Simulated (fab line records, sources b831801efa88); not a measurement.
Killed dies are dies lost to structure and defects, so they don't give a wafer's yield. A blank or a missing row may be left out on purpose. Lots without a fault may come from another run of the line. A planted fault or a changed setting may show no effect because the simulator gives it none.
Problem report in the 8D (eight disciplines) form, filled by code | flow sfq_line | the parts of the form that need people (team, actions taken, sign-off) are left out

1. THE PROBLEM
time_to_endpoint_s at SFQ_TRILAYER_I4_CMP_CMP_100 reads a mean of 280 s on 1 wafer of 1 lot; wafers without a fault read 214 s with a standard deviation of 6.4. That is +10 standard deviations from the usual mean.
The step: polishes SiO2.
First seen on wafer L934.4, day 58 12:22, on cmp-01. The record holds 39 wafers of 13 lots with a number at this step. Rule for "out", or "out of limits": more than 4 standard deviations from the usual mean. The other wafers with a number count as sound.

2. WHAT IT IS AND WHAT IT IS NOT
question                    | is                 | is not
which readings at this step | time_to_endpoint_s | head_pressure_psi, motor_current_A, platen_rpm, slurry_flow_ml_min
which lots                  | L934               | L924, L925, L926, L927, L928, L929, L941, L942, L943, L944, L945, L946
which wafers of those lots  | L934.4             | L934.1, L934.6
read on which tools         | cmp-01             | cmp-02
when                        | from day 58 12:22  | up to then (19 sound wafers); but 19 sound wafers of L934, L941, L942, L943, L944, L945, L946 came after

3. SUSPECTS, AND WHAT RULES EACH OUT
Counting: a tool at a process step up to the reading stays a suspect if it ran every lot that is out. Sound lots after the first of them don't rule it out here, since some wafers of a struck lot are sound.
- rie_metal-02 at SFQ_TRILAYER_M3_STRIP_STRIP_079 (strips in O2): kept. It ran the lot that is out, L934 (day 48 14:37); its last sound lot up to then is L926 (day 45 03:02).
- pecvd-03 at SFQ_TRILAYER_I4_DEP_PECVD_099 (deposits SiO2 from SiH4/N2O, time 111.11 s, target thk 500 nm): kept. It ran the lot that is out, L934 (day 58 11:47); its last sound lot up to then is L925 (day 54 16:01).
- cmp-01 at SFQ_TRILAYER_I4_CMP_CMP_100 (polishes SiO2): kept. It ran the lot that is out, L934 (day 58 12:22); its last sound lot up to then is L929 (day 57 00:57). Its own readings are out on those wafers: time_to_endpoint_s.
- Within pecvd-03 at SFQ_TRILAYER_I4_DEP_PECVD_099: the wafers that are out ran in chamber 1; their sound lot-mates ran in chambers 0, 2.
- Within cmp-01 at SFQ_TRILAYER_I4_CMP_CMP_100: the wafers that are out ran in chamber 0; their sound lot-mates ran in chambers 1, 3.
Left after counting: rie_metal-02 at SFQ_TRILAYER_M3_STRIP_STRIP_079, pecvd-03 at SFQ_TRILAYER_I4_DEP_PECVD_099, cmp-01 at SFQ_TRILAYER_I4_CMP_CMP_100.

4. THE CAUSE (what the simulator had put in)
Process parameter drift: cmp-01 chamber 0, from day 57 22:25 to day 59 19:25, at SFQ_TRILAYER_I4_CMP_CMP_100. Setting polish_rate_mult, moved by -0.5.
Counting left 3 suspects, and this tool is among them.

5. THE CHAIN OF EFFECTS, in route order
Each row: a reading whose mean over the struck wafers that have a number lies more than 3 standard deviations from the usual. Only readings for which the record gives a usual standard deviation are gone through. hours: the time from each lot's start at the first step in this table that gives one to its start at this step, as a median over the lots. sigmas: the change in usual standard deviations.
hours | step                                  | reading            | usual      | on struck wafers | change | sigmas
0     | SFQ_TRILAYER_I4_CMP_CMP_100           | time_to_endpoint_s | 214 s      | 280              | +66    | +10
3     | SFQ_TRILAYER_I4_METRO_MEASURE_101     | thk_nm             | 200.1 nm   | 304.0            | +103.9 | +99 or more
117   | SFQ_TRILAYER_I4_VIA_ETCH_VIA_ETCH_106 | oes_product_au     | 0.855 a.u. | 1.000            | +0.145 | +29
The process steps in it:
- SFQ_TRILAYER_I4_CMP_CMP_100: polishes SiO2.
- SFQ_TRILAYER_I4_METRO_MEASURE_101
- SFQ_TRILAYER_I4_VIA_ETCH_VIA_ETCH_106: etches SiO2 in CHF3, stops on Nb, target depth 260 nm.

6. WHAT WOULD HAVE CAUGHT IT SOONER
In this record the first reading out of limits was taken at day 58 12:22, 14 hours after the fault began at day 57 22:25.
